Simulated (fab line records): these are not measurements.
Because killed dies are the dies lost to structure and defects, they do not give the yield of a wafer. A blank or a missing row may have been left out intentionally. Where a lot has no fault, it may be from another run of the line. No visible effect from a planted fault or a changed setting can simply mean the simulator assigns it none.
The same fault as seen by 2 desks :: flow sky130 :: each desk has only its own numbers; what lay behind them comes last

== THE METROLOGY DESK ==
Lot by lot, what the gauges showed, no matter which tool ran the lot: averages of those sampled wafers that carry a number. A lot is out of limits, marked OUT, if its mean lies more than 4 standard deviations from the usual mean; the brackets give that distance.
Columns: A = METAL1_ALCU_RS at SKY_METAL1_RS_MEAS_05, usual 0.1263 ohm/sq; B = METAL1_OVL at SKY_METAL1_OVL_MEAS_16, usual -5 nm; C = cdNm at SKY_METAL2_CD_MEAS_15, usual 140.0 nm
lot: L190
first seen here: day 32 00:04
A: 0.1257
B: -6
C: 143.2

lot: L191
first seen here: day 32 10:21
A: 0.1254
B: -6
C: 139.5

lot: L192
first seen here: day 32 15:46
A: 0.1245
B: -7
C: 137.3

lot: L195
first seen here: day 33 10:58
A: 0.1282
B: -3
C: 139.8

lot: L198
first seen here: day 34 21:10
A: 0.1288
B: -2
C: 138.4

lot: L199
first seen here: day 35 05:06
A: 0.1260
B: -4
C: 138.6

lot: L200
first seen here: day 35 12:58
A: 0.1263
B: -5
C: 138.9

lot: L205
first seen here: day 36 16:08
A: 0.1289
B: -4
C: 140.2

lot: L202
first seen here: day 36 20:40
A: 0.1251
B: -2
C: 140.3

lot: L206
first seen here: day 36 23:53
A: 0.1271
B: 3
C: 140.9

lot: L210
first seen here: day 38 04:19
A: 0.1246
B: -8
C: 142.4

lot: L211
first seen here: day 38 12:34
A: 0.1257
B: -5
C: 139.6

lot: L212
first seen here: day 38 17:40
A: 0.1277
B: -9
C: 142.3
This desk's verdict: no lot among the 13 shows anything out of limits.

== AT THE TOOL OWNER'S DESK: pvdSputter-02 ==
The tool's own readings at SKY_METAL2_SPUTTER_03 (material Ti, target thk 5 nm, time 3.3 s): means of the sampled wafers that have a number, for each lot that ran on this tool. A lot is out of limits, marked OUT, if its mean lies more than 4 standard deviations from the usual mean; the brackets give that distance.
Columns: A = cathodeDcPowerW at SKY_METAL2_SPUTTER_03, usual 3000.0 W; B = chamberPressurePa at SKY_METAL2_SPUTTER_03, usual 0.4000 Pa; C = throttleValvePct at SKY_METAL2_SPUTTER_03, usual 30.0 %
lot: L191
first seen here: day 34 19:46
A: 3000.2
B: 0.4006
C: 29.9

lot: L192
first seen here: day 35 01:13
A: 3000.2
B: 0.4007
C: 29.8

lot: L195
first seen here: day 35 18:51
A: 3000.0
B: 0.4002
C: 28.9

lot: L198
first seen here: day 37 04:01
A: 3000.0
B: 0.3997
C: 30.4

lot: L199
first seen here: day 37 13:17
A: 2999.7
B: 0.3999
C: 30.7

lot: L210
first seen here: day 40 09:08
A: 2999.6
B: 0.3998
C: 29.6
This desk's verdict: no lot among the 6 shows anything out of limits.

== TAKEN TOGETHER ==
Nothing out of limits was seen by the metrology desk.
The desk of the tool owner found nothing out of limits.

== WHAT THE SIMULATOR HAD INSERTED ==
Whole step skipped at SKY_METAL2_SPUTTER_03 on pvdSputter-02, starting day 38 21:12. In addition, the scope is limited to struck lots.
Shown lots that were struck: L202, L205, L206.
